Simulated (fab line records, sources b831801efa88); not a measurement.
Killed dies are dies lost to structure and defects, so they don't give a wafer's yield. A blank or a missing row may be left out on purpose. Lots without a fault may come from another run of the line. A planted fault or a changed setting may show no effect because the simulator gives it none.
Which tool did it? | flow gf180mcu | 24 lots, 72 wafers sampled, at 6 steps of a route of 602

WHAT THE GAUGES READ, wafer by wafer
GF_V2_CD_MEAS_14: target cd 260 nm.
lot  | measured     | on        | cd_nm (nm)
L074 | day 20 07:20 | cd_sem-02 | 258.1 257.7 257.6
L075 | day 20 08:47 | cd_sem-01 | 257.8 258.2 258.9
L076 | day 20 18:26 | cd_sem-01 | 259.3 259.2 259.9
L077 | day 21 13:07 | cd_sem-01 | 259.0 258.4 260.2
L078 | day 21 13:28 | cd_sem-02 | 261.8 261.3 260.7
L079 | day 21 22:03 | cd_sem-02 | 259.1 257.0 257.7
L080 | day 22 12:47 | cd_sem-01 | 258.6 259.8 259.8
L081 | day 22 15:43 | cd_sem-02 | 260.4 260.3 260.7
L082 | day 23 00:38 | cd_sem-02 | 261.1 260.5 259.2
L083 | day 23 07:29 | cd_sem-01 | 258.3 259.9 258.9
L084 | day 23 17:46 | cd_sem-01 | 260.1 260.9 260.8
L085 | day 24 04:43 | cd_sem-01 | 260.1 262.2 261.6
L086 | day 24 08:42 | cd_sem-02 | 261.6 259.7 261.7
L087 | day 25 04:44 | cd_sem-02 | 260.1 260.2 260.9
L088 | day 25 08:51 | cd_sem-02 | 259.5 260.0 260.0
L089 | day 25 15:47 | cd_sem-01 | 259.4 259.1 257.8
L090 | day 26 00:39 | cd_sem-02 | 260.0 261.2 259.7
L091 | day 26 05:25 | cd_sem-01 | 258.7 259.0 258.9
L092 | day 26 13:20 | cd_sem-01 | 257.4 258.6 257.9
L093 | day 27 02:25 | cd_sem-02 | 256.8 256.7 257.2
L094 | day 27 02:46 | cd_sem-01 | 258.1 258.1 257.5
L095 | day 27 07:39 | cd_sem-01 | 260.2 259.4 259.0
L096 | day 28 02:28 | cd_sem-02 | 261.7 260.2 260.2
L097 | day 28 05:55 | cd_sem-01 | 258.7 259.5 259.0

GF_M3_THK_MEAS_06: measures by xrf.
lot  | measured     | on            | M3_ALCU_THK (nm)
L074 | day 20 09:11 | film_metro-04 | 447 449 452
L075 | day 20 10:38 | film_metro-03 | 443 438 438
L076 | day 20 20:19 | film_metro-04 | 451 447 447
L077 | day 21 15:01 | film_metro-03 | 443 441 442
L078 | day 21 15:24 | film_metro-01 | 448 444 446
L079 | day 21 23:56 | film_metro-03 | 444 445 442
L080 | day 22 14:40 | film_metro-01 | 441 445 440
L081 | day 22 17:34 | film_metro-03 | 441 446 448
L082 | day 23 02:29 | film_metro-03 | 442 444 444
L083 | day 23 09:41 | film_metro-01 | 436 441 440
L084 | day 23 19:37 | film_metro-01 | 444 441 442
L085 | day 24 06:34 | film_metro-03 | 438 438 445
L086 | day 24 10:37 | film_metro-03 | 459 454 456
L087 | day 25 06:35 | film_metro-01 | 436 436 437
L088 | day 25 10:43 | film_metro-03 | 448 447 444
L089 | day 25 17:40 | film_metro-01 | 437 443 436
L090 | day 26 02:30 | film_metro-03 | 437 436 435
L091 | day 26 07:18 | film_metro-01 | 433 436 432
L092 | day 26 15:11 | film_metro-03 | 433 432 433
L093 | day 27 04:17 | film_metro-04 | 429 431 432
L094 | day 27 04:37 | film_metro-03 | 438 442 439
L095 | day 27 09:32 | film_metro-04 | 451 447 447
L096 | day 28 04:19 | film_metro-01 | 443 444 446
L097 | day 28 07:46 | film_metro-03 | 439 442 443

GF_M4_THK_MEAS_06: measures by xrf.
lot  | measured     | on            | M4_ALCU_THK (nm)
L074 | day 22 11:35 | film_metro-01 | 441 443 441
L075 | day 22 13:25 | film_metro-03 | 437 433 440
L076 | day 22 23:04 | film_metro-02 | 447 445 446
L077 | day 23 15:46 | film_metro-01 | 441 439 439
L078 | day 23 16:43 | film_metro-03 | 433 431 430
L079 | day 24 00:34 | film_metro-01 | 433 428 437
L080 | day 24 14:35 | film_metro-02 | 439 448 444
L081 | day 24 17:32 | film_metro-02 | 447 446 448
L082 | day 25 01:33 | film_metro-02 | 449 448 444
L083 | day 25 08:24 | film_metro-01 | 436 437 435
L084 | day 25 18:07 | film_metro-01 | 439 440 436
L085 | day 26 04:38 | film_metro-03 | 440 437 443
L086 | day 26 07:45 | film_metro-01 | 435 439 433
L087 | day 27 04:08 | film_metro-03 | 433 442 441
L088 | day 27 07:44 | film_metro-01 | 440 438 441
L089 | day 27 14:08 | film_metro-03 | 439 434 431
L090 | day 27 23:28 | film_metro-03 | 441 442 443
L091 | day 28 02:46 | film_metro-01 | 446 440 440
L092 | day 28 10:28 | film_metro-03 | 440 436 436
L093 | day 28 21:11 | film_metro-03 | 438 446 442
L094 | day 28 22:50 | film_metro-01 | 443 440 447
L095 | day 29 04:11 | film_metro-01 | 435 437 433
L096 | day 29 21:21 | film_metro-03 | 436 433 432
L097 | day 30 00:46 | film_metro-01 | 441 444 438

WHICH TOOL RAN EACH LOT (tool, then ch and the chambers of the sampled wafers, then the start)
lot  | GF_V3_ETCH_16                      | GF_V3_CVD_23                  | GF_M4_SPUTTER_02
L074 | rie_diel-02 ch 1,2,3, day 22 09:53 | cvd_w-01 ch 0,1, day 22 10:40 | pvd_sputter-04, day 22 11:23
L075 | rie_diel-03 ch 0,1,3, day 22 11:42 | cvd_w-02 ch 0,1, day 22 12:28 | pvd_sputter-04, day 22 13:12
L076 | rie_diel-04 ch 0,1, day 22 21:20   | cvd_w-02 ch 0,1, day 22 22:08 | pvd_sputter-01, day 22 22:51
L077 | rie_diel-02 ch 1,2, day 23 14:02   | cvd_w-02 ch 0,1, day 23 14:50 | pvd_sputter-01, day 23 15:33
L078 | rie_diel-04 ch 0,2,3, day 23 14:59 | cvd_w-01 ch 0,1, day 23 15:47 | pvd_sputter-03, day 23 16:31
L079 | rie_diel-04 ch 0,1,3, day 23 22:44 | cvd_w-02 ch 1, day 23 23:37   | pvd_sputter-03, day 24 00:20
L080 | rie_diel-03 ch 0,3, day 24 12:52   | cvd_w-01 ch 0,1, day 24 13:38 | pvd_sputter-03, day 24 14:22
L081 | rie_diel-02 ch 1,2,3, day 24 15:50 | cvd_w-02 ch 0,1, day 24 16:36 | pvd_sputter-01, day 24 17:19
L082 | rie_diel-02 ch 1,3, day 24 23:49   | cvd_w-01 ch 0,1, day 25 00:37 | pvd_sputter-04, day 25 01:20
L083 | rie_diel-04 ch 1,3, day 25 06:41   | cvd_w-01 ch 0,1, day 25 07:27 | pvd_sputter-01, day 25 08:11
L084 | rie_diel-02 ch 0,2, day 25 16:25   | cvd_w-01 ch 0,1, day 25 17:11 | pvd_sputter-03, day 25 17:55
L085 | rie_diel-03 ch 1,2,3, day 26 02:56 | cvd_w-01 ch 0,1, day 26 03:42 | pvd_sputter-01, day 26 04:25
L086 | rie_diel-04 ch 0,2,3, day 26 06:02 | cvd_w-01 ch 0,1, day 26 06:50 | pvd_sputter-01, day 26 07:31
L087 | rie_diel-03 ch 1,2,3, day 27 01:56 | cvd_w-01 ch 1, day 27 03:11   | pvd_sputter-04, day 27 03:55
L088 | rie_diel-03 ch 1,2,3, day 27 05:50 | cvd_w-02 ch 0,1, day 27 06:47 | pvd_sputter-03, day 27 07:29
L089 | rie_diel-03 ch 0,2, day 27 11:53   | cvd_w-01 ch 0,1, day 27 13:11 | pvd_sputter-03, day 27 13:55
L090 | rie_diel-04 ch 0,1,2, day 27 21:44 | cvd_w-01 ch 0,1, day 27 22:32 | pvd_sputter-04, day 27 23:15
L091 | rie_diel-03 ch 0,2,3, day 28 01:01 | cvd_w-02 ch 0,1, day 28 01:51 | pvd_sputter-04, day 28 02:32
L092 | rie_diel-03 ch 0,1,2, day 28 08:47 | cvd_w-02 ch 0,1, day 28 09:32 | pvd_sputter-01, day 28 10:16
L093 | rie_diel-04 ch 0,1,2, day 28 19:29 | cvd_w-02 ch 0,1, day 28 20:15 | pvd_sputter-04, day 28 20:58
L094 | rie_diel-04 ch 1,2,3, day 28 21:02 | cvd_w-02 ch 0,1, day 28 21:50 | pvd_sputter-04, day 28 22:36
L095 | rie_diel-02 ch 0,1,2, day 29 02:26 | cvd_w-01 ch 0,1, day 29 03:12 | pvd_sputter-03, day 29 03:58
L096 | rie_diel-02 ch 1,2, day 29 19:32   | cvd_w-01 ch 0,1, day 29 20:25 | pvd_sputter-04, day 29 21:08
L097 | rie_diel-04 ch 0,1,3, day 29 22:59 | cvd_w-01 ch 1, day 29 23:50   | pvd_sputter-04, day 30 00:33
- GF_V3_ETCH_16: etches BARC in N2/H2.
- GF_V3_CVD_23: deposits W, target thk 350 nm, time 104.9 s.
- GF_M4_SPUTTER_02: material AlCu, target thk 450 nm, time 23.9 s.

WHAT THE TOOLS THEMSELVES READ (means of the sampled wafers that have a number; where no wafer has one, the mark that the record gives instead)
GF_V3_ETCH_16.
lot  | tool        | drypump_motor_current_A (A) | h2_flow_sccm (sccm) | oes_product_au (a.u.) | throttle_valve_pct (%)
L074 | rie_diel-02 | 6.1                         | 199.9               | 0.858                 | 13.223
L075 | rie_diel-03 | 5.8                         | 199.9               | 0.854                 | 13.222
L076 | rie_diel-04 | 5.5                         | 199.8               | 0.857                 | 13.230
L077 | rie_diel-02 | 6.6                         | 200.1               | 0.857                 | 13.226
L078 | rie_diel-04 | 5.8                         | 200.0               | 0.850                 | 13.228
L079 | rie_diel-04 | 5.6                         | 199.4               | 0.857                 | 13.226
L080 | rie_diel-03 | 6.0                         | 200.2               | 0.857                 | 13.223
L081 | rie_diel-02 | 6.1                         | 200.1               | 0.857                 | 13.223
L082 | rie_diel-02 | 6.0                         | 199.8               | 0.852                 | 13.236
L083 | rie_diel-04 | 5.8                         | 200.1               | 0.850                 | 13.218
L084 | rie_diel-02 | 6.5                         | 199.7               | 0.857                 | 13.220
L085 | rie_diel-03 | 5.8                         | 200.2               | 0.856                 | 13.219
L086 | rie_diel-04 | 5.8                         | 199.9               | 0.855                 | 13.231
L087 | rie_diel-03 | 5.8                         | 200.5               | 0.851                 | 13.230
L088 | rie_diel-03 | 5.7                         | 200.3               | 0.854                 | 13.227
L089 | rie_diel-03 | 5.4                         | 200.0               | 0.858                 | 13.223
L090 | rie_diel-04 | 5.8                         | 199.8               | 0.854                 | 13.217
L091 | rie_diel-03 | 5.6                         | 200.0               | 0.856                 | 13.226
L092 | rie_diel-03 | 5.5                         | 199.7               | 0.853                 | 13.236
L093 | rie_diel-04 | 5.8                         | 199.9               | 0.853                 | 13.226
L094 | rie_diel-04 | 5.9                         | 199.4               | 0.854                 | 13.225
L095 | rie_diel-02 | 6.3                         | 199.9               | 0.853                 | 13.223
L096 | rie_diel-02 | 6.6                         | 200.6               | 0.859                 | 13.219
L097 | rie_diel-04 | 5.6                         | 200.6               | 0.859                 | 13.233

GF_V3_CVD_23.
lot  | tool     | heater_power_w (W)
L074 | cvd_w-01 | 749
L075 | cvd_w-02 | 963
L076 | cvd_w-02 | 878
L077 | cvd_w-02 | 936
L078 | cvd_w-01 | 747
L079 | cvd_w-02 | 1022
L080 | cvd_w-01 | 716
L081 | cvd_w-02 | 897
L082 | cvd_w-01 | 746
L083 | cvd_w-01 | 738
L084 | cvd_w-01 | 731
L085 | cvd_w-01 | 742
L086 | cvd_w-01 | 745
L087 | cvd_w-01 | 773
L088 | cvd_w-02 | 947
L089 | cvd_w-01 | 748
L090 | cvd_w-01 | 747
L091 | cvd_w-02 | 954
L092 | cvd_w-02 | 957
L093 | cvd_w-02 | 879
L094 | cvd_w-02 | 899
L095 | cvd_w-01 | 727
L096 | cvd_w-01 | 751
L097 | cvd_w-01 | 753

GF_M4_SPUTTER_02.
lot  | tool           | throttle_valve_pct (%)
L074 | pvd_sputter-04 | 29.8
L075 | pvd_sputter-04 | 28.5
L076 | pvd_sputter-01 | 29.9
L077 | pvd_sputter-01 | 29.9
L078 | pvd_sputter-03 | 29.2
L079 | pvd_sputter-03 | 29.3
L080 | pvd_sputter-03 | 29.0
L081 | pvd_sputter-01 | 29.8
L082 | pvd_sputter-04 | 29.3
L083 | pvd_sputter-01 | 30.4
L084 | pvd_sputter-03 | 28.8
L085 | pvd_sputter-01 | 29.6
L086 | pvd_sputter-01 | 29.9
L087 | pvd_sputter-04 | 29.4
L088 | pvd_sputter-03 | 29.0
L089 | pvd_sputter-03 | 29.1
L090 | pvd_sputter-04 | 29.6
L091 | pvd_sputter-04 | 30.2
L092 | pvd_sputter-01 | 30.5
L093 | pvd_sputter-04 | 29.6
L094 | pvd_sputter-04 | 28.6
L095 | pvd_sputter-03 | 29.4
L096 | pvd_sputter-04 | 29.3
L097 | pvd_sputter-04 | 29.6

THE ANSWER, worked out from the rows above alone
Rule: what is usual is taken from the lots themselves. Put in order of their means at a reading, lots are off if they are a third of the lots or fewer, leave a main group of 4 or more, and stand apart from it by a gap of 3 or more times the standard deviation of the main group's means; of several such gaps the widest counts. A main group whose means are all the same, to the digits that the tables above print for the reading, isn't used. A lot without any number at a reading at which 4 lots or more have one is off too. The other lots that the step has rows for count as sound. The gauges are gone through in route order, then the tools' own readings, and for those a lot's mean is taken as printed above. The first step at which some lot is off is used, and at that step the reading that is off furthest; a lot without a number counts as furthest.
No lot is off at any reading shown: from this, nothing can be told.

WHAT THE SIMULATOR HAD PUT IN
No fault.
